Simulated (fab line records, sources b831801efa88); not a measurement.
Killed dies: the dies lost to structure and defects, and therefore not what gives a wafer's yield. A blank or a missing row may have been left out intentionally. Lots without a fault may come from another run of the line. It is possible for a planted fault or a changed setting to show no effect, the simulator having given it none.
A single fault, viewed from 2 desks    flow gf180mcu    what lay behind the numbers comes last; until then each desk has only its own

TOOL OWNER'S DESK, lithoTrack-02
The tool's own readings at GF_HV_LDD_COAT_14 (resist thk 1000 nm): means of the sampled wafers that have a number, for each lot that ran on this tool. The brackets show how far a lot's mean lies from the usual mean; more than 4 standard deviations puts the lot out of limits, marked OUT.
Columns: A = spinSpeedRpm at GF_HV_LDD_COAT_14, usual 2999.8 rpm
lot   first seen here  A
L849  day 11 00:28     2999.4
L850  day 11 13:43     3002.2
L853  day 12 09:12     3000.2
L858  day 14 00:49     3293.8 (+99 or more) OUT
L859  day 14 04:16     3295.8 (+99 or more) OUT
L868  day 17 04:15     2999.8
L869  day 17 10:42     2999.4
This desk's verdict: out of limits on L858, L859, starting with L858 at day 14 00:49 (spinSpeedRpm at GF_HV_LDD_COAT_14). L849, L850, L853, L868, L869 stayed within limits.

AT THE METROLOGY DESK
What the gauges read, lot by lot, whatever tool the lot ran on: means of the sampled wafers that have a number. The brackets show how far a lot's mean lies from the usual mean; more than 4 standard deviations puts the lot out of limits, marked OUT.
Columns: A = cdNm at GF_SAB_CD_MEAS_09, usual 419.5 nm; B = M1_ALCU_RS at GF_M1_RS_MEAS_05, usual 0.0699 ohm/sq
lot   first seen here  A      B
L846  day 14 21:49     419.1  0.0705
L849  day 15 22:10     416.7  0.0689
L850  day 16 12:28     420.1  0.0686
L853  day 17 13:00     418.1  0.0693
L855  day 18 06:39     419.7  0.0699
L856  day 18 14:59     421.2  0.0702
L858  day 19 09:16     421.3  0.0705
L859  day 19 15:07     421.0  0.0693
L865  day 21 21:39     420.2  0.0705
L867  day 22 11:00     420.7  0.0709
L868  day 22 19:17     420.9  0.0702
L869  day 23 02:47     423.4  0.0710
This desk found nothing out of limits on any of the 12 lots.

PUT TOGETHER
The tool owner's desk could have raised an alarm at day 14 00:49, on L858, L859.
From the metrology desk's view, nothing was out of limits.
The metrology desk holds a record of L858, L859, inside its limits.
On lithoTrack-02, each named lot ran GF_HV_LDD_COAT_14.

WHAT WAS PUT IN BY THE SIMULATOR
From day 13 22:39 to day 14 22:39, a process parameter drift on lithoTrack-02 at GF_HV_LDD_COAT_14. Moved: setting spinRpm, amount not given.
Shown lots that were struck: L858, L859.
Hours from the fault's start to each desk's first reading out of limits: the tool owner's desk, 2.
